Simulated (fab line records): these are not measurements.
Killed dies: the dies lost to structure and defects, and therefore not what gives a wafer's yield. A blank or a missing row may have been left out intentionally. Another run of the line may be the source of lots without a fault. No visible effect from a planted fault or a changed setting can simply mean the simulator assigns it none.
Which of the tools did it?	flow gf180mcu	14 lots, 42 wafers sampled, at 4 steps of a route of 602

## WHAT THE GAUGES SHOWED, per wafer
The record holds no reading of a measuring or inspecting step that can be judged against a usual standard deviation.

## EACH LOT AND THE TOOL THAT RAN IT (in order: tool; ch and the chambers of the sampled wafers; start)
lot	GF_V3_CVD_23	GF_M4_PEB_12	GF_V4_CVD_23	GF_MIM_SPUTTER_02
L466	cvd w-02 ch 1, day 22 10:56	litho track-03 ch 0, day 23 09:40	cvd w-01 ch 0, day 24 09:43	pvd sputter-04, day 24 10:26
L469	cvd w-01 ch 0,1, day 23 13:47	litho track-04 ch 0, day 24 12:13	cvd w-02 ch 0,1, day 25 12:14	pvd sputter-03, day 25 12:58
L473	cvd w-02 ch 0,1, day 24 20:16	litho track-03, day 25 17:22	-	-
L474	cvd w-02 ch 0,1, day 25 01:50	litho track-02, day 25 23:22	-	-
L475	cvd w-01 ch 0,1, day 25 13:53	litho track-04 ch 0, day 26 11:07	cvd w-01 ch 0,1, day 27 10:20	pvd sputter-03, day 27 11:04
L479	cvd w-02 ch 0,1, day 26 20:36	litho track-02 ch 0, day 27 16:51	cvd w-01 ch 0,1, day 28 14:59	pvd sputter-01, day 28 15:44
L480	cvd w-01 ch 0,1, day 27 03:35	litho track-03 ch 0, day 28 00:10	cvd w-02 ch 0,1, day 28 22:03	pvd sputter-03, day 28 22:46
L481	cvd w-02 ch 0,1, day 27 12:55	litho track-04 ch 0, day 28 10:28	cvd w-01 ch 0,1, day 29 08:32	pvd sputter-04, day 29 09:16
L484	cvd w-02 ch 0,1, day 28 07:33	litho track-03 ch 0, day 29 03:07	cvd w-02 ch 0,1, day 30 01:01	pvd sputter-03, day 30 01:44
L485	cvd w-01 ch 0,1, day 28 13:43	litho track-02 ch 0, day 29 09:26	cvd w-01 ch 0,1, day 30 06:22	pvd sputter-03, day 30 07:05
L486	cvd w-01 ch 0,1, day 29 04:32	litho track-04 ch 0, day 29 23:25	cvd w-02 ch 0,1, day 30 20:38	pvd sputter-01, day 30 21:22
L487	cvd w-02 ch 0,1, day 29 08:41	litho track-02 ch 0, day 30 03:58	cvd w-02 ch 0,1, day 31 00:11	pvd sputter-03, day 31 00:54
L488	cvd w-01 ch 0,1, day 29 18:33	litho track-04 ch 0, day 30 13:37	cvd w-02 ch 1, day 31 10:12	pvd sputter-01, day 31 11:13
L489	cvd w-02 ch 0,1, day 29 19:04	litho track-02 ch 0, day 30 14:02	cvd w-02 ch 0,1, day 31 10:41	pvd sputter-01, day 31 11:49
- GF_V3_CVD_23: deposits W, target thk 350 nm, time 104.9 s.
- GF_M4_PEB_12: peb time 90 s.
- GF_V4_CVD_23: deposits W, target thk 350 nm, time 104.9 s.
- GF_MIM_SPUTTER_02: material AlCu, target thk 450 nm, time 23.9 s.

## WHAT THE TOOLS THEMSELVES READ (means of the sampled wafers that have a number; where no wafer has one, the mark that the record gives instead)
GF_V3_CVD_23.
lot	tool	heater power w (W)	susceptor temp C (C)
L466	cvd w-02	661	400.31
L469	cvd w-01	832	399.97
L473	cvd w-02	764	400.01
L474	cvd w-02	706	400.08
L475	cvd w-01	844	399.96
L479	cvd w-02	706	399.97
L480	cvd w-01	827	399.86
L481	cvd w-02	764	399.73
L484	cvd w-02	757	400.03
L485	cvd w-01	838	400.07
L486	cvd w-01	835	399.92
L487	cvd w-02	710	399.94
L488	cvd w-01	879	399.99
L489	cvd w-02	715	400.15

GF_M4_PEB_12.
lot	tool	chill plate temp C (C)	exhaust pa (Pa)
L466	litho track-03	23.02	45.4
L469	litho track-04	22.87	44.8
L473	litho track-03	-	-
L474	litho track-02	-	-
L475	litho track-04	23.10	44.7
L479	litho track-02	22.82	45.1
L480	litho track-03	23.12	46.7
L481	litho track-04	22.87	45.0
L484	litho track-03	22.79	44.0
L485	litho track-02	23.06	44.7
L486	litho track-04	23.09	45.3
L487	litho track-02	23.12	44.8
L488	litho track-04	22.87	45.5
L489	litho track-02	23.05	46.1

GF_V4_CVD_23.
lot	tool	heater power w (W)	susceptor temp C (C)
L466	cvd w-01	907	399.76
L469	cvd w-02	758	399.84
L475	cvd w-01	873	400.11
L479	cvd w-01	836	399.86
L480	cvd w-02	705	400.16
L481	cvd w-01	844	400.01
L484	cvd w-02	714	400.13
L485	cvd w-01	870	399.90
L486	cvd w-02	710	400.03
L487	cvd w-02	716	399.94
L488	cvd w-02	664	399.69
L489	cvd w-02	716	400.04

GF_MIM_SPUTTER_02.
lot	tool	throttle valve pct (%)
L466	pvd sputter-04	30.3
L469	pvd sputter-03	29.5
L475	pvd sputter-03	30.4
L479	pvd sputter-01	30.0
L480	pvd sputter-03	29.9
L481	pvd sputter-04	29.9
L484	pvd sputter-03	30.7
L485	pvd sputter-03	29.8
L486	pvd sputter-01	29.7
L487	pvd sputter-03	30.4
L488	pvd sputter-01	29.5
L489	pvd sputter-01	29.1

## THE ANSWER, worked out from the rows above alone
Rule: the lots themselves supply what counts as usual. Put in order of their means at a reading, lots are off if they are a third of the lots or fewer, leave a main group of 4 or more, and stand apart from it by a gap of 3 or more times the standard deviation of the main group's means; of several such gaps the widest counts. A main group is skipped when, at the precision printed for the reading in the tables above, its means are all equal. Also off: a lot with no number at a reading for which 4 or more lots have one. The other lots that the step has rows for count as sound. Order of review: gauges by route order, followed by the tools' own readings, for which a lot's mean as printed above is used. At the first step where some lot is off, the reading lying furthest off is the one used; lots without a number count as furthest.
Off: L473, L474, at GF_M4_PEB_12 (chill plate temp C). Without a number there: L473, L474. For the main group the mean is 22.98 C and the standard deviation 0.12.
A tool fits if, at that step or a process step before it, it ran every lot that is off, and no sound lot after the first of them. None of those tried fits.

## WHAT THE SIMULATOR HAD INSERTED
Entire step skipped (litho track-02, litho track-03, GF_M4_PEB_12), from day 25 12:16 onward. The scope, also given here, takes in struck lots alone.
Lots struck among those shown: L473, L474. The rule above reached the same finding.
